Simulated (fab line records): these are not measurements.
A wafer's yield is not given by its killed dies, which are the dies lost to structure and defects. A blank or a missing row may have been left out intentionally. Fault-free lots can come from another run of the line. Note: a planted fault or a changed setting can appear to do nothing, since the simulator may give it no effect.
2 desks looking at one fault -- flow gf180mcu -- only its own numbers are on each desk; what lay behind them is given at the end

== AT THE METROLOGY DESK ==
Means of the sampled wafers that have a number, per lot and without regard to the tool the lot ran on: this is what the gauges read. Marked OUT: a lot whose mean sits more than 4 standard deviations from the usual mean, which makes it out of limits; the brackets give that distance.
Columns: A = V3_W_RS at GF_V3_RS_MEAS_24, usual 0.329 ohm/sq; B = V3_W_THK at GF_V3_THK_MEAS_25, usual 351 nm
lot,first seen here,A,B
L785,day 22 20:36,0.324,356
L793,day 25 19:15,0.324,353
L796,day 26 10:39,0.328,351
L801,day 28 02:23,0.330,347
L804,day 28 21:51,0.336,341
L805,day 29 04:23,0.326,359
This desk's verdict: no lot among the 6 shows anything out of limits.

== TOOL OWNER'S DESK, pvdSputter-02 ==
The tool's own readings at GF_M4_SPUTTER_01 (material TiN, target thk 30 nm, time 25 s): means of the sampled wafers that have a number, for each lot that ran on this tool. Marked OUT: a lot whose mean sits more than 4 standard deviations from the usual mean, which makes it out of limits; the brackets give that distance.
Columns: A = throttleValvePct at GF_M4_SPUTTER_01, usual 29.7 %
lot,first seen here,A
L793,day 25 19:49,29.0
L796,day 26 11:14,30.2
L805,day 29 04:57,30.5
This desk's verdict: no lot among the 3 shows anything out of limits.

== TAKEN TOGETHER ==
The metrology desk saw nothing out of limits.
The tool owner's desk saw nothing out of limits.

== WHAT THE SIMULATOR HAD INSERTED ==
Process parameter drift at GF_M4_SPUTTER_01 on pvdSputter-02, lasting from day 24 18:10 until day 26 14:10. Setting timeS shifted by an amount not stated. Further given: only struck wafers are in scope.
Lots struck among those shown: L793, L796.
